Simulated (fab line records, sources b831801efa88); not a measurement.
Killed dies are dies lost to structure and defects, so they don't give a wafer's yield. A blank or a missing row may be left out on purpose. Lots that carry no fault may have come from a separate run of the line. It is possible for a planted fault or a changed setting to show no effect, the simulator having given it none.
Code-filled problem report in 8D (eight disciplines) form	flow gf180mcu	the parts of the form that need people (team, actions taken, sign-off) are left out

== 1. WHAT IS WRONG ==
beam energy keV at GF_HV_LDD_IMPLANT_36 reads a mean of 57.813 on 6 wafers of 2 lots; wafers without a fault read 59.998 with a standard deviation of 0.019. That is -99 or more standard deviations from the usual mean.
Seen first at day 17 08:39 on implanter-04, wafer L167.3. At this step, 42 wafers from 14 lots have a number in the record. By rule, "out" or "out of limits" means more than 4 standard deviations away from the usual mean. Any other wafer with a number is counted as sound.

== 2. WHAT IT IS, WHAT IT ISN'T ==
question	is	is not
which readings at this step	beam energy keV	-
which lots	L167, L168	L150, L151, L152, L153, L155, L157, L159, L160, L164, L170, L171, L172
which wafers of those lots	all that have a number	-
read on which tools	implanter-04	implanter-01, implanter-02
when	from day 17 08:39	up to then (27 sound wafers); but 9 sound wafers of L170, L171, L172 came after

== 3. WHAT RULES OUT EACH SUSPECT ==
Counting: a tool stays on the suspect list if, at a process step up to the reading, it processed all lots that are out and no sound lot following the first of them.
- implanter-04 at GF_HV_LDD_IMPLANT_36: kept. It processed each lot that is out, first L167 at day 17 08:39, and no sound lot thereafter; up to then, the last sound lot it processed was L160 at day 15 08:04. On those wafers its own readings are out: beam energy keV.
The count leaves implanter-04 at GF_HV_LDD_IMPLANT_36.

== 4. THE CAUSE (what the simulator had put in) ==
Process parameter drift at GF_HV_LDD_IMPLANT_36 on implanter-04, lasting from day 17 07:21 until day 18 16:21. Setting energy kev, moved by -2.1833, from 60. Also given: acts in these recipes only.
This tool alone remained once counting was done.

== 5. THE EFFECT CHAIN, in route order ==
Each row: a reading where the mean over the struck wafers with a number is more than 3 standard deviations away from the usual. Only readings whose record carries a usual standard deviation are examined. hours: median over the lots of the time between each lot's start at the first step of this table that gives one and its start at this step. sigmas: the change, counted in usual standard deviations.
hours	step	reading	usual	on struck wafers	change	sigmas
0	GF_HV_LDD_IMPLANT_36	beam energy keV	59.998	57.813	-2.185	-99 or more
The process steps in it:
- GF_HV_LDD_IMPLANT_36
At these later measuring or inspecting steps, every struck wafer for which the step has a row has a number for every such reading, and none has moved that far: GF_V1_OVL_MEAS_15, GF_V2_THK_MEAS_01.

== 6. WHAT WOULD HAVE CAUGHT IT SOONER ==
In this record the first reading out of limits was taken at day 17 08:39, 1 hour after the fault began at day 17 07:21.
